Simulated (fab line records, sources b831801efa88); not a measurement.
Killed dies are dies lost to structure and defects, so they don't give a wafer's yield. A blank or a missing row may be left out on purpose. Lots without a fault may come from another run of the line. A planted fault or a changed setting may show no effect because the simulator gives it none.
fab line records | flow gf180mcu
record lots=5 wafers=15 last_day=32
route steps=602 shown CONTACT@306 M1@315 V1@335
lots that met no fault: from a run of the same line without faults
start_h: hours from the record's first day to the start of the lot's first wafer shown | wait_h: hours since the lot's step before | " the same as in the row above | L1.1+2: a row that stands for several wafers | - no value, or no start given | * or withheld: withheld | < > ~ a bound
route shown NAME@n: a module of which the file shows steps, and the number in the route of the first | usual: mean/standard deviation of fault-free wafers | same: alike in all rows | chamber/n: place in a boat | sites: the reading at each site | _std_site: their standard deviation | _edge_site: outer sites' mean less inner sites' | radius_mm: how far each site lies from the wafer's centre | mask NAME#n: copy n | behind: the tool/chamber that last shaped the wafer | hold: why the lot was held/for how many hours/how that ended | device: the transistor (n, p or np) that didn't switch | end of line: the same wafers' tests at the end of the route | a step without rows: its recipe alone | killed: dies lost to structure and defects at the first sort, not the wafer's yield | map: a wafer's dies, x killed, . not, _ none there
set.NAME: the setting as run; set.NAME@STEP: as run at that earlier step | model.NAME: the simulator's own value behind a step, which no gauge read
lots at some steps of the route; a table a step, a row a wafer
services: from which hour (start_h, from the record's first day; less than 0 if before it) a tool's chamber was out of use, for how many hours, and why
## steps
# step GF_CONTACT_CLEAN_19
# recipe chemistry=SPM
# columns lot.wafer tool chamber start_h wait_h
L079.1+3+5 wet_bench-04 1 407.11 0.1
L083.1+4+5 wet_bench-01 1 441.65 0.1
L085.1+2+4 wet_bench-02 3 465.30 0.1
L088.1+4+6 wet_bench-01 0 487.56 0.1
L089.4+5+6 wet_bench-01 3 496.52 0.0
# step GF_CONTACT_CLEAN_20
# recipe chemistry=DIW
# columns lot.wafer tool chamber start_h wait_h
L079.1+3+5 wet_bench-01 3 407.31 0.0
L083.1+4+5 wet_bench-04 3 441.74 0.0
L085.1+2+4 wet_bench-01 3 465.40 0.0
L088.1+4+6 wet_bench-02 0 487.66 0.0
L089.4+5+6 wet_bench-02 3 496.61 0.0
# step GF_CONTACT_CLEAN_21
# recipe chemistry=dHF time_s=20 dilution=100:1 dry=ipa_marangoni
# same time_s=20
# columns lot.wafer tool chamber start_h wait_h
L079.1+3+5 wet_bench-02 3 407.40 0.0
L083.1+4+5 wet_bench-02 1 441.84 0.0
L085.1+2+4 wet_bench-02 3 465.49 0.0
L088.1+4+6 wet_bench-04 3 487.75 0.0
L089.4+5+6 wet_bench-04 0 496.70 0.0
# step GF_CONTACT_SPUTTER_22
# recipe material=Ti target_thk_nm=15 chamber_pressure_pa=5 power_w=2500 substrate_temp_c=200 time_s=80.02
# usual chamber_pressure_pa=5.001/0.011 substrate_temp_c=200.00/0.15 throttle_valve_pct=30.2/1
# same time_s=80.02
# columns lot.wafer tool chamber start_h wait_h chamber_pressure_pa substrate_temp_c throttle_valve_pct
L079.1 pvd_sputter-01 - 407.41 0.0 4.989 199.77 29.4
L079.3 " - " " 4.991 200.02 29.9
L079.5 " - " " 5.002 199.91 29.3
L083.1 pvd_sputter-04 - 441.86 0.0 5.009 199.99 30.3
L083.4 " - " " 4.999 200.00 30.9
L083.5 " - " " 4.984 200.01 30.7
L085.1 pvd_sputter-04 - 465.50 0.0 4.996 200.01 30.4
L085.2 " - " " 5.006 199.97 30.9
L085.4 " - " " 4.994 200.06 30.5
L088.1 pvd_sputter-02 - 487.76 0.0 4.984 199.78 29.3
L088.4 " - " " 4.985 200.09 29.6
L088.6 " - " " 4.982 200.03 29.7
L089.4 pvd_sputter-04 - 496.72 0.0 4.988 200.05 30.7
L089.5 " - " " 4.998 200.04 31.1
L089.6 " - " " 5.012 200.08 30.8
# step GF_CONTACT_SPUTTER_23
# recipe material=TiN target_thk_nm=10 chamber_pressure_pa=5 power_w=4000 time_s=40
# usual chamber_pressure_pa=4.999/0.0098 throttle_valve_pct=30.2/1
# same time_s=40
# columns lot.wafer tool chamber start_h wait_h chamber_pressure_pa throttle_valve_pct
L079.1 pvd_sputter-01 - 407.47 0.0 5.013 29.3
L079.3 " - " " 4.993 30.2
L079.5 " - " " 5.004 29.4
L083.1 pvd_sputter-04 - 441.92 0.0 5.002 30.2
L083.4 " - " " 5.008 30.8
L083.5 " - " " 4.999 30.7
L085.1 pvd_sputter-04 - 465.57 0.0 4.989 30.6
L085.2 " - " " 4.997 30.8
L085.4 " - " " 4.995 30.5
L088.1 pvd_sputter-02 - 487.82 0.0 5.013 29.5
L088.4 " - " " 5.019 29.4
L088.6 " - " " 4.998 29.4
L089.4 pvd_sputter-04 - 496.78 0.0 4.982 30.7
L089.5 " - " " 5.022 30.8
L089.6 " - " " 4.993 30.5
# step GF_CONTACT_CVD_24
# recipe material=W target_thk_nm=300 time_s=90.339 temp_c=400 pressure_torr=40
# usual heater_power_w=918/100
# same time_s=90.339
# columns lot.wafer tool chamber start_h wait_h heater_power_w
L079.1 cvd_w-01 0 407.51 0.0 1057
L079.3 " 0 " " 1047
L079.5 " 0 " " 1047
L083.1 cvd_w-01 0 441.96 0.0 1084
L083.4 " 0 " " 1070
L083.5 " 0 " " 1059
L085.1 cvd_w-01 0 465.61 0.0 1078
L085.2 " 1 " " 811
L085.4 " 0 " " 1042
L088.1 cvd_w-01 0 487.86 0.0 1057
L088.4 " 0 " " 1050
L088.6 " 1 " " 812
L089.4 cvd_w-02 0 496.85 0.1 871
L089.5 " 0 " " 839
L089.6 " 1 " " 973
# step GF_CONTACT_RS_MEAS_25
# recipe thk_meas_gauge=four-point-probe reads=W_of_CONTACT_CVD_24+TiN_of_CONTACT_SPUTTER_23+Ti_of_CONTACT_SPUTTER_22
# usual CONTACT_W_RS=0.384/0.0034
# columns lot.wafer tool chamber start_h wait_h CONTACT_W_RS[ohm/sq]
L079.1 film_metro-04 - 407.61 0.1 0.387
L079.3 " - " " 0.388
L079.5 " - " " 0.387
L083.1 film_metro-01 - 442.06 0.1 0.386
L083.4 " - " " 0.387
L083.5 " - " " 0.382
L085.1 film_metro-04 - 465.71 0.1 0.385
L085.2 " - " " 0.382
L085.4 " - " " 0.389
L088.1 film_metro-02 - 487.96 0.1 0.384
L088.4 " - " " 0.388
L088.6 " - " " 0.383
L089.4 film_metro-01 - 496.98 0.1 0.389
L089.5 " - " " 0.386
L089.6 " - " " 0.389
# step GF_CONTACT_THK_MEAS_26
# recipe thk_meas_gauge=xrf reads=W_of_CONTACT_CVD_24
# usual CONTACT_W_THK=304/4.2
# columns lot.wafer tool chamber start_h wait_h CONTACT_W_THK[nm]
L079.1 film_metro-04 - 407.73 0.1 296
L079.3 " - " " 295
L079.5 " - " " 296
L083.1 film_metro-01 - 442.18 0.1 308
L083.4 " - " " 307
L083.5 " - " " 309
L085.1 film_metro-04 - 465.83 0.1 299
L085.2 " - " " 301
L085.4 " - " " 297
L088.1 film_metro-02 - 488.08 0.1 301
L088.4 " - " " 300
L088.6 " - " " 303
L089.4 film_metro-01 - 497.07 0.1 306
L089.5 " - " " 307
L089.6 " - " " 305
# step GF_CONTACT_CMP_27
# recipe stop_on=SiO2 down_force_psi=3.5 platen_rpm=60 t_overpolish_s=15 target_thk_nm=0 pad_velocity_m_s=0.94248
# usual motor_current_A=11.2/1.8 overpolish_run_s=15.001/0.0089 slurry_flow_ml_min=149.9/0.45 time_to_endpoint_s=72.1/2.3
# columns lot.wafer tool chamber start_h wait_h motor_current_A overpolish_run_s slurry_flow_ml_min time_to_endpoint_s
L079.1 cmp-01 3 407.79 0.1 10.2 14.999 150.4 71.9
L079.3 " 0 " " 9.4 14.995 150.3 73.3
L079.5 " 0 " " 9.7 15.007 150.6 74.1
L083.1 cmp-02 1 444.18 2.0 15.2 15.001 150.0 68.9
L083.4 " 3 " " 12.7 14.986 149.8 68.7
L083.5 " 2 " " 11.1 15.020 150.4 66.6
L085.2 cmp-02 0 465.94 0.1 9.4 14.991 149.9 74.6
L085.4 " 1 " " 15.3 15.015 149.2 74.7
L085.1 " 2 " " 10.8 14.999 149.3 72.0
L088.4 cmp-01 2 488.19 0.1 10.9 14.992 149.4 69.7
L088.1 " 3 " " 9.4 15.006 150.0 74.3
L088.6 " 1 " " 10.6 14.991 150.0 74.5
L089.4 cmp-01 3 497.25 0.2 9.8 15.000 149.1 72.4
L089.6 " 0 " " 10.5 14.982 150.5 70.2
L089.5 " 1 " " 10.8 15.006 149.9 73.0
# step GF_M1_SPUTTER_00
# recipe material=Ti target_thk_nm=37.5 arriving_ion_energy_ev=80 substrate_temp_c=200 chamber_pressure_pa=2 power_w=4000 time_s=150
# usual chamber_pressure_pa=2.000/0.0042 substrate_temp_c=200.00/0.17 throttle_valve_pct=29.6/1.2
# same time_s=150
# columns lot.wafer tool chamber start_h wait_h chamber_pressure_pa substrate_temp_c throttle_valve_pct
L079.1 pvd_sputter-02 - 408.09 0.2 1.994 200.20 29.4
L079.3 " - " " 2.001 200.27 27.5
L079.5 " - " " 1.997 200.06 29.6
L083.1 pvd_sputter-01 - 444.48 0.2 2.001 200.08 28.3
L083.4 " - " " 2.001 200.11 29.3
L083.5 " - " " 1.993 199.92 29.5
L085.1 pvd_sputter-02 - 466.19 0.1 2.002 200.05 29.5
L085.2 " - " " 1.997 200.06 32.1
L085.4 " - " " 2.000 199.79 27.9
L088.1 pvd_sputter-02 - 488.44 0.1 1.992 200.07 27.7
L088.4 " - " " 2.001 200.12 29.1
L088.6 " - " " 2.008 199.94 32.1
L089.4 pvd_sputter-03 - 497.41 0.1 1.995 199.77 30.2
L089.5 " - " " 2.005 200.03 28.9
L089.6 " - " " 2.002 200.19 30.1
# step GF_M1_SPUTTER_01
# recipe material=TiN target_thk_nm=30 power_w=6500 time_s=25 chamber_pressure_pa=0.4
# usual chamber_pressure_pa=0.4000/0.00084 throttle_valve_pct=29.6/1.2
# same time_s=25
# columns lot.wafer tool chamber start_h wait_h chamber_pressure_pa throttle_valve_pct
L079.1 pvd_sputter-02 - 408.19 0.1 0.4008 29.3
L079.3 " - " " 0.3987 27.9
L079.5 " - " " 0.3982 29.5
L083.1 pvd_sputter-01 - 444.58 0.1 0.4001 28.4
L083.4 " - " " 0.3988 29.3
L083.5 " - " " 0.3989 29.4
L085.1 pvd_sputter-02 - 466.29 0.1 0.4014 29.7
L085.2 " - " " 0.3996 32.0
L085.4 " - " " 0.4006 27.7
L088.1 pvd_sputter-02 - 488.54 0.1 0.4011 27.8
L088.4 " - " " 0.4002 29.4
L088.6 " - " " 0.4006 32.0
L089.4 pvd_sputter-03 - 498.02 0.6 0.4005 30.1
L089.5 " - " " 0.3995 28.9
L089.6 " - " " 0.3998 30.1
# step GF_M1_SPUTTER_02
# recipe material=AlCu target_thk_nm=450 power_w=10600 time_s=23.9 chamber_pressure_pa=0.4
# usual chamber_pressure_pa=0.3999/0.00082 throttle_valve_pct=29.6/1.2
# same time_s=23.9
# columns lot.wafer tool chamber start_h wait_h chamber_pressure_pa throttle_valve_pct
L079.1 pvd_sputter-02 - 408.22 0.0 0.3991 29.2
L079.3 " - " " 0.3985 27.6
L079.5 " - " " 0.4002 29.7
L083.1 pvd_sputter-01 - 444.61 0.0 0.4011 27.9
L083.4 " - " " 0.3989 29.3
L083.5 " - " " 0.3971 29.5
L085.1 pvd_sputter-02 - 466.32 0.0 0.3993 29.4
L085.2 " - " " 0.3997 31.9
L085.4 " - " " 0.3999 27.5
L088.1 pvd_sputter-02 - 488.57 0.0 0.3993 27.8
L088.4 " - " " 0.4005 29.2
L088.6 " - " " 0.3997 32.1
L089.4 pvd_sputter-03 - 498.05 0.0 0.3993 30.3
L089.5 " - " " 0.3998 28.9
L089.6 " - " " 0.3995 30.0
# step GF_M1_SPUTTER_03
# recipe material=Ti target_thk_nm=10 substrate_temp_c=300 chamber_pressure_pa=0.3 power_w=3000 time_s=6.7
# usual chamber_pressure_pa=0.3000/0.00057 substrate_temp_c=300.00/0.21 throttle_valve_pct=29.5/1.2
# same time_s=6.7
# columns lot.wafer tool chamber start_h wait_h chamber_pressure_pa substrate_temp_c throttle_valve_pct
L079.1 pvd_sputter-02 - 408.25 0.0 0.3002 299.95 29.0
L079.3 " - " " 0.3010 299.64 27.7
L079.5 " - " " 0.2997 300.03 29.7
L083.1 pvd_sputter-01 - 444.64 0.0 0.2995 299.73 28.2
L083.4 " - " " 0.2995 300.03 29.2
L083.5 " - " " 0.2982 299.56 29.0
L085.1 pvd_sputter-02 - 466.35 0.0 0.3011 299.81 29.4
L085.2 " - " " 0.3002 300.08 32.1
L085.4 " - " " 0.3000 299.74 27.8
L088.1 pvd_sputter-02 - 488.60 0.0 0.2995 300.31 27.9
L088.4 " - " " 0.3000 300.03 29.2
L088.6 " - " " 0.3004 299.77 32.1
L089.4 pvd_sputter-03 - 498.09 0.0 0.3003 299.90 30.2
L089.5 " - " " 0.3002 299.90 28.9
L089.6 " - " " 0.2996 300.02 30.2
# step GF_M1_SPUTTER_04
# recipe material=TiN target_thk_nm=50 power_w=6500 time_s=41.7 chamber_pressure_pa=0.4
# usual chamber_pressure_pa=0.4001/0.00079 throttle_valve_pct=29.6/1.2
# same time_s=41.7
# columns lot.wafer tool chamber start_h wait_h chamber_pressure_pa throttle_valve_pct
L079.1 pvd_sputter-02 - 408.27 0.0 0.4003 29.4
L079.3 " - " " 0.3996 27.5
L079.5 " - " " 0.3999 29.7
L083.1 pvd_sputter-01 - 444.66 0.0 0.3992 28.4
L083.4 " - " " 0.4003 29.2
L083.5 " - " " 0.4003 29.5
L085.1 pvd_sputter-02 - 466.37 0.0 0.4015 29.6
L085.2 " - " " 0.3997 32.0
L085.4 " - " " 0.4004 27.7
L088.1 pvd_sputter-02 - 488.62 0.0 0.3999 27.7
L088.4 " - " " 0.3995 29.4
L088.6 " - " " 0.3988 32.1
L089.4 pvd_sputter-03 - 498.11 0.0 0.3997 30.3
L089.5 " - " " 0.4005 29.0
L089.6 " - " " 0.3997 30.2
# step GF_M1_RS_MEAS_05
# recipe thk_meas_gauge=four-point-probe reads=TiN_of_M1_SPUTTER_04+Ti_of_M1_SPUTTER_03+AlCu_of_M1_SPUTTER_02+TiN_of_M1_SPUTTER_01+Ti_of_M1_SPUTTER_00
# usual M1_ALCU_RS=0.0696/0.00066
# columns lot.wafer tool chamber start_h wait_h M1_ALCU_RS[ohm/sq]
L079.1 film_metro-01 - 408.31 0.0 0.0696
L079.3 " - " " 0.0693
L079.5 " - " " 0.0693
L083.1 film_metro-01 - 444.70 0.0 0.0711
L083.4 " - " " 0.0705
L083.5 " - " " 0.0703
L085.1 film_metro-02 - 466.41 0.0 0.0696
L085.2 " - " " 0.0699
L085.4 " - " " 0.0694
L088.1 film_metro-01 - 488.66 0.0 0.0693
L088.4 " - " " 0.0696
L088.6 " - " " 0.0695
L089.4 film_metro-02 - 498.21 0.1 0.0702
L089.5 " - " " 0.0695
L089.6 " - " " 0.0689
# step GF_M1_THK_MEAS_06
# recipe thk_meas_gauge=xrf reads=AlCu_of_M1_SPUTTER_02
# usual M1_ALCU_THK=464/5.1
# columns lot.wafer tool chamber start_h wait_h M1_ALCU_THK[nm]
L079.1 film_metro-01 - 408.43 0.1 465
L079.3 " - " " 467
L079.5 " - " " 467
L083.1 film_metro-01 - 444.82 0.1 453
L083.4 " - " " 462
L083.5 " - " " 462
L085.1 film_metro-02 - 466.53 0.1 457
L085.2 " - " " 456
L085.4 " - " " 460
L088.1 film_metro-01 - 488.78 0.1 468
L088.4 " - " " 464
L088.6 " - " " 467
L089.4 film_metro-02 - 498.30 0.1 456
L089.5 " - " " 464
L089.6 " - " " 468
# step GF_M1_DEHYDRATE_07
# recipe temp_c=200 time_s=60
# usual plate_temp_C=200.02/0.14
# same time_s=60
# columns lot.wafer tool chamber start_h wait_h plate_temp_C
L079.1 litho_track-01 0 419.50 11.1 200.05
L079.3 " 0 " " 200.19
L079.5 " 0 " " 200.05
L083.1 litho_track-04 0 455.89 11.1 199.88
L083.4 " 0 " " 199.81
L083.5 " 0 " " 200.15
L085.1 litho_track-03 0 478.20 11.7 199.91
L085.2 " 0 " " 200.04
L085.4 " 0 " " 199.96
L088.1 litho_track-04 0 500.28 11.5 199.94
L088.4 " 0 " " 200.02
L088.6 " 0 " " 199.92
L089.4 litho_track-03 0 509.48 11.2 199.72
L089.5 " 0 " " 199.60
L089.6 " 0 " " 199.77
# step GF_M1_HMDS_08
# recipe prime_time_s=60 prime_temp_c=120
# columns lot.wafer tool chamber start_h wait_h
L079.1+3+5 litho_track-01 0 419.65 0.1
L083.1+4+5 litho_track-04 0 456.04 0.1
L085.1+2+4 litho_track-03 0 478.35 0.1
L088.1+4+6 litho_track-04 0 500.43 0.1
L089.4+5+6 litho_track-03 0 509.63 0.1
# step GF_M1_COAT_09
# recipe resist=KrF spin_rpm=withheld resist_thk_nm=1000
# columns lot.wafer tool chamber start_h wait_h
L079.1+3+5 litho_track-01 0 419.80 0.1
L083.1+4+5 litho_track-04 0 456.19 0.1
L085.1+2+4 litho_track-03 0 478.50 0.1
L088.1+4+6 litho_track-04 0 500.58 0.1
L089.4+5+6 litho_track-03 0 509.78 0.1
# step GF_M1_SOFTBAKE_10
# recipe temp_c=130 time_s=60 resist=KrF
# usual plate_temp_C=129.97/0.12
# same time_s=60
# columns lot.wafer tool chamber start_h wait_h plate_temp_C
L079.1 litho_track-01 0 419.95 0.1 130.12
L079.3 " 0 " " 130.01
L079.5 " 0 " " 129.88
L083.1 litho_track-04 0 456.34 0.1 130.11
L083.4 " 0 " " 129.87
L083.5 " 0 " " 129.92
L085.1 litho_track-03 0 478.65 0.1 130.27
L085.2 " 0 " " 130.07
L085.4 " 0 " " 130.05
L088.1 litho_track-04 0 500.73 0.1 130.02
L088.4 " 0 " " 129.86
L088.6 " 0 " " 129.99
L089.4 litho_track-03 0 509.93 0.1 129.86
L089.5 " 0 " " 129.92
L089.6 " 0 " " 129.89
# step GF_M1_EXPOSE_11
# recipe mask_id=Metal1 target_cd_nm=230 na=0.68 source_shape=conventional sigma_outer=0.6 dose_mj=28
# columns lot.wafer tool chamber start_h wait_h mask
L079.1+3+5 krf_scanner-02 0 - - Metal1#0
L083.1+4+5 krf_scanner-01 0 - - Metal1#0
L085.1+2+4 krf_scanner-01 0 - - Metal1#0
L088.1+4+6 krf_scanner-01 0 - - Metal1#0
L089.4+5+6 krf_scanner-02 0 - - Metal1#0
# step GF_M1_PEB_12
# recipe peb_temp_c=135 peb_time_s=90 resist=KrF
# usual plate_temp_C=135.03/0.15
# columns lot.wafer tool chamber start_h wait_h plate_temp_C
L079.1 litho_track-01 0 - - 135.11
L079.3 " 0 " " 135.12
L079.5 " 0 " " 134.87
L083.1 litho_track-01 0 - - 134.95
L083.4 " 0 " " 135.27
L083.5 " 0 " " 134.97
L085.1 litho_track-04 0 - - 135.07
L085.2 " 0 " " 134.93
L085.4 " 0 " " 135.05
L088.1 litho_track-03 0 - - 135.18
L088.4 " 0 " " 135.25
L088.6 " 0 " " 135.21
L089.4 litho_track-03 0 - - 135.12
L089.5 " 0 " " 135.11
L089.6 " 0 " " 135.10
# step GF_M1_DEVELOP_13
# recipe develop_time_s=60 dev_temp_c=21
# columns lot.wafer tool chamber start_h wait_h
L079.1+3+5 litho_track-01 0 431.65 0.2
L083.1+4+5 litho_track-01 0 468.85 0.2
L085.1+2+4 litho_track-04 0 490.44 0.2
L088.1+4+6 litho_track-03 0 512.00 0.2
L089.4+5+6 litho_track-03 0 521.23 0.1
# step GF_M1_CD_MEAS_14
# recipe target_cd_nm=230
# usual cd_nm=229.9/1.1
# columns lot.wafer tool chamber start_h wait_h cd_nm
L079.1 cd_sem-02 - 431.80 0.1 230.7
L079.3 " - " " 231.4
L079.5 " - " " 230.7
L083.1 cd_sem-02 - 469.00 0.1 228.3
L083.4 " - " " 229.4
L083.5 " - " " 230.4
L085.1 cd_sem-02 - 490.59 0.1 229.9
L085.2 " - " " 229.5
L085.4 " - " " 228.8
L088.1 cd_sem-02 - 512.23 0.2 228.6
L088.4 " - " " 229.2
L088.6 " - " " 229.1
L089.4 cd_sem-01 - 521.36 0.1 229.1
L089.5 " - " " 229.2
L089.6 " - " " 229.4
# step GF_M1_OVL_MEAS_15
# usual M1_OVL=1/4.7
# columns lot.wafer tool chamber start_h wait_h M1_OVL[nm]
L079.1 overlay-02 - 431.92 0.1 -4
L079.3 " - " " 0
L079.5 " - " " 0
L083.1 overlay-01 - 469.12 0.1 7
L083.4 " - " " -1
L083.5 " - " " 4
L085.1 overlay-01 - 490.71 0.1 9
L085.2 " - " " 2
L085.4 " - " " -1
L088.1 overlay-02 - 512.35 0.1 -1
L088.4 " - " " -1
L088.6 " - " " -4
L089.4 overlay-02 - 521.44 0.1 6
L089.5 " - " " 10
L089.6 " - " " 6
# step GF_M1_METAL_ETCH_16
# recipe chemistry=Cl2/BCl3 mask_material=KrF target_depth_nm=750.8 stop_on=SiO2 pressure_mtorr=8 icp_w=800 bias_w=140 Cl2_flow_sccm=80 bcl3_flow_sccm=40 time_s=125.1
# usual drypump_motor_current_A=5.7/0.4 oes_product_au=0.990/0.0054 throttle_valve_pct=28.230/0.009
# same time_s=125.1
# columns lot.wafer tool chamber start_h wait_h drypump_motor_current_A oes_product_au rf_hours_counter_h throttle_valve_pct
L079.1 rie_metal-03 1 431.96 0.0 6.2 0.982 6 28.234
L079.3 " 1 " " 6.2 0.983 - 28.226
L079.5 " 1 " " 6.2 0.995 - 28.232
L083.1 rie_metal-04 1 469.16 0.0 5.6 0.989 2 28.219
L083.4 " 0 " " 5.6 0.987 - 28.259
L083.5 " 1 " " 5.5 0.991 - 28.231
L085.1 rie_metal-03 0 490.74 0.0 6.2 0.989 13 28.239
L085.2 " 1 " " 6.2 0.989 8 28.233
L085.4 " 1 " " 6.2 0.991 - 28.220
L088.1 rie_metal-04 1 512.39 0.0 5.6 0.988 4 28.245
L088.4 " 1 " " 5.6 0.981 - 28.242
L088.6 " 0 " " 5.6 0.993 - 28.236
L089.4 rie_metal-03 0 521.50 0.1 6.1 0.983 - 28.232
L089.5 " 1 " " 6.2 0.994 - 28.226
L089.6 " 0 " " 6.1 0.988 - 28.243
# step GF_M1_STRIP_17
# recipe chemistry=O2/N2 power_w=1400 pressure_mtorr=1500 platen_temp_c=250 o2_flow_sccm=3000 n2_flow_sccm=300 overash_fraction=0.5
# usual drypump_motor_current_A=5.9/0.41 heater_power_w=338/27 oes_product_au=0.537/0.0047 strip_time_to_endpoint_s=7.39/0.044
# columns lot.wafer tool chamber start_h wait_h drypump_motor_current_A heater_power_w oes_product_au rf_hours_counter_h strip_time_to_endpoint_s
L079.1 plasma_asher-03 1 432.13 0.1 5.2 281 0.535 0 7.46
L079.3 " 0 " " 6.0 349 0.532 - 7.41
L079.5 " 0 " " 6.0 350 0.543 - 7.43
L083.1 plasma_asher-02 0 469.29 0.1 5.9 347 0.534 65 7.41
L083.4 " 1 " " 6.1 370 0.533 - 7.46
L083.5 " 0 " " 5.9 337 0.541 - 7.40
L085.1 plasma_asher-02 1 490.87 0.1 6.1 372 0.535 68 7.39
L085.2 " 0 " " 5.9 349 0.533 68 7.37
L085.4 " 0 " " 5.9 349 0.535 - 7.36
L088.1 plasma_asher-03 1 512.52 0.1 5.2 291 0.535 10 7.44
L088.4 " 0 " " 6.0 344 0.534 - 7.41
L088.6 " 1 " " 5.2 294 0.535 - 7.40
L089.4 plasma_asher-02 1 521.62 0.1 6.1 372 0.537 - 7.43
L089.5 " 1 " " 6.1 372 0.527 - 7.39
L089.6 " 0 " " 5.9 338 0.537 - 7.44
# step GF_M1_STRIP_18
# recipe chemistry=post_etch_residue_remover time_s=1200 temp_c=72.5
# same time_s=1200
# columns lot.wafer tool chamber start_h wait_h
L079.1+3+5 wet_bench-03 1 432.23 0.1
L083.1+4+5 wet_bench-01 0 469.39 0.1
L085.1+2+4 wet_bench-03 3 490.97 0.1
L088.1+4+6 wet_bench-02 3 512.62 0.1
L089.4+5+6 wet_bench-02 0 521.69 0.0
# step GF_M1_CLEAN_19
# recipe chemistry=DIW dry=n2_spin
# columns lot.wafer tool chamber start_h wait_h
L079.1+3+5 wet_bench-01 3 432.57 0.0
L083.1+4+5 wet_bench-03 1 469.73 0.0
L085.1+2+4 wet_bench-02 1 491.31 0.0
L088.1+4+6 wet_bench-01 0 512.99 0.0
L089.4+5+6 wet_bench-01 3 522.03 0.0
# step GF_V1_CVD_00
# recipe material=SiO2 target_thk_nm=600 sigma_open_frac=0.3 temp_c=400 time_s=100 sih4_flow_sccm=60 pressure_mtorr=6
# usual sih4_flow_sccm=60.00/0.2
# same time_s=100
# columns lot.wafer tool chamber start_h wait_h sih4_flow_sccm
L079.1 hdpcvd-01 1 432.66 0.0 59.83
L079.3 " 2 " " 60.30
L079.5 " 1 " " 59.81
L083.1 hdpcvd-01 0 469.82 0.0 59.98
L083.4 " 0 " " 59.95
L083.5 " 2 " " 60.31
L085.1 hdpcvd-02 0 491.40 0.0 60.28
L085.2 " 1 " " 60.01
L085.4 " 0 " " 60.19
L088.1 hdpcvd-01 2 513.09 0.0 60.06
L088.4 " 1 " " 59.88
L088.6 " 0 " " 60.04
L089.4 hdpcvd-02 0 522.16 0.0 60.09
L089.5 " 2 " " 59.84
L089.6 " 1 " " 60.01
# step GF_V1_THK_MEAS_01
# recipe reads=SiO2_of_V1_CVD_00
# usual V1_CVD_00_THK=599/5
# columns lot.wafer tool chamber start_h wait_h V1_CVD_00_THK[nm]
L079.1 film_metro-04 - 432.74 0.0 598
L079.3 " - " " 590
L079.5 " - " " 597
L083.1 film_metro-04 - 469.89 0.0 600
L083.4 " - " " 603
L083.5 " - " " 602
L085.1 film_metro-04 - 491.48 0.0 598
L085.2 " - " " 598
L085.4 " - " " 596
L088.1 film_metro-03 - 513.16 0.0 602
L088.4 " - " " 601
L088.6 " - " " 603
L089.4 film_metro-04 - 522.22 0.0 602
L089.5 " - " " 599
L089.6 " - " " 600
# step GF_V1_CVD_02
# recipe material=SiO2 target_thk_nm=850 precursor=TEOS temp_c=400 time_s=94.851 rf_w=600
# usual heater_power_w=707/78
# same time_s=94.851
# columns lot.wafer tool chamber start_h wait_h heater_power_w
L079.1 pecvd-03 2 432.80 0.1 815
L079.3 " 1 " " 772
L079.5 " 0 " " 753
L083.1 pecvd-03 2 469.95 0.1 686
L083.4 " 0 " " 885
L083.5 " 1 " " 635
L085.1 pecvd-03 2 491.54 0.1 731
L085.2 " 0 " " 778
L085.4 " 0 " " 840
L088.1 pecvd-02 1 513.22 0.1 683
L088.4 " 1 " " 753
L088.6 " 2 " " 709
L089.4 pecvd-03 1 522.29 0.1 732
L089.5 " 0 " " 730
L089.6 " 2 " " 631
# step GF_V1_THK_MEAS_03
# recipe reads=SiO2_of_V1_CVD_02
# usual V1_CVD_02_THK=850/10
# columns lot.wafer tool chamber start_h wait_h V1_CVD_02_THK[nm]
L079.1 film_metro-01 - 432.86 0.0 857
L079.3 " - " " 846
L079.5 " - " " 862
L083.1 film_metro-01 - 470.02 0.0 845
L083.4 " - " " 853
L083.5 " - " " 851
L085.1 film_metro-04 - 491.61 0.0 856
L085.2 " - " " 839
L085.4 " - " " 847
L088.1 film_metro-04 - 513.29 0.0 841
L088.4 " - " " 851
L088.6 " - " " 840
L089.4 film_metro-03 - 522.35 0.0 859
L089.5 " - " " 849
L089.6 " - " " 855
# step GF_V1_CMP_04
# recipe material=SiO2 down_force_psi=4 platen_rpm=60 pad_velocity_m_s=0.94248
# usual motor_current_A=12.2/1.9 slurry_flow_ml_min=150.0/0.49 time_to_endpoint_s=81/4.5
# columns lot.wafer tool chamber start_h wait_h motor_current_A slurry_flow_ml_min time_to_endpoint_s
L079.1 cmp-01 0 432.97 0.1 10.8 150.0 90
L079.3 " 2 " " 11.5 150.5 88
L079.5 " 3 " " 11.0 149.8 87
L083.4 cmp-02 1 470.08 0.0 16.8 149.6 83
L083.1 " 0 " " 10.6 149.1 78
L083.5 " 2 " " 11.8 149.5 83
L085.1 cmp-02 0 491.67 0.1 10.8 150.3 81
L085.4 " 2 " " 11.3 149.8 80
L085.2 " 3 " " 12.9 150.9 76
L088.1 cmp-01 2 513.45 0.1 11.3 150.4 77
L088.4 " 3 " " 11.3 149.8 81
L088.6 " 0 " " 10.8 149.6 75
L089.4 cmp-01 1 522.48 0.1 11.8 149.8 84
L089.6 " 3 " " 10.9 150.6 79
L089.5 " 0 " " 10.5 150.7 81
# step GF_V1_BOW_MEAS_05
# recipe mode=bow
# usual V1_BOW=81/7.8
# columns lot.wafer tool chamber start_h wait_h V1_BOW[um]
L079.1 film_metro-01 - 433.22 0.2 85
L079.3 " - " " 83
L079.5 " - " " 82
L083.1 film_metro-04 - 470.38 0.1 91
L083.4 " - " " 97
L083.5 " - " " 89
L085.1 film_metro-01 - 491.97 0.2 83
L085.2 " - " " 91
L085.4 " - " " 86
L088.1 film_metro-03 - 513.65 0.1 94
L088.4 " - " " 83
L088.6 " - " " 81
L089.4 film_metro-01 - 522.74 0.2 70
L089.5 " - " " 73
L089.6 " - " " 68
## services
# columns tool chamber start_h hours kind
wet_bench-02 - 384.02 3.1 repair
cmp-01 - 398.81 5.2 pm
krf_scanner-02 - 400.95 0.8 pm
cmp-02 - 404.00 4.0 pm
cmp-01 - 410.39 5.9 pm
plasma_asher-02 - 415.58 7.5 repair
hdpcvd-01 - 419.48 6.0 pm
krf_scanner-01 - 419.79 0.8 pm
cmp-01 - 438.15 5.3 pm
cmp-02 - 440.12 1.6 repair
cmp-02 - 440.87 3.3 repair
pvd_sputter-02 - 448.27 5.3 repair
cmp-01 - 455.98 5.4 repair
plasma_asher-02 - 456.65 4.6 repair
krf_scanner-01 - 470.13 7.4 repair
cmp-02 - 474.17 0.8 repair
pvd_sputter-01 - 481.81 53.1 repair
cmp-02 - 482.20 2.2 repair
pecvd-03 - 487.07 2.8 pm
krf_scanner-01 - 491.25 1.3 pm
pvd_sputter-02 - 495.62 2.7 repair
pvd_sputter-04 - 497.01 1.5 repair
hdpcvd-01 - 503.09 0.9 repair
plasma_asher-02 - 507.26 0.9 repair
## key
fault none
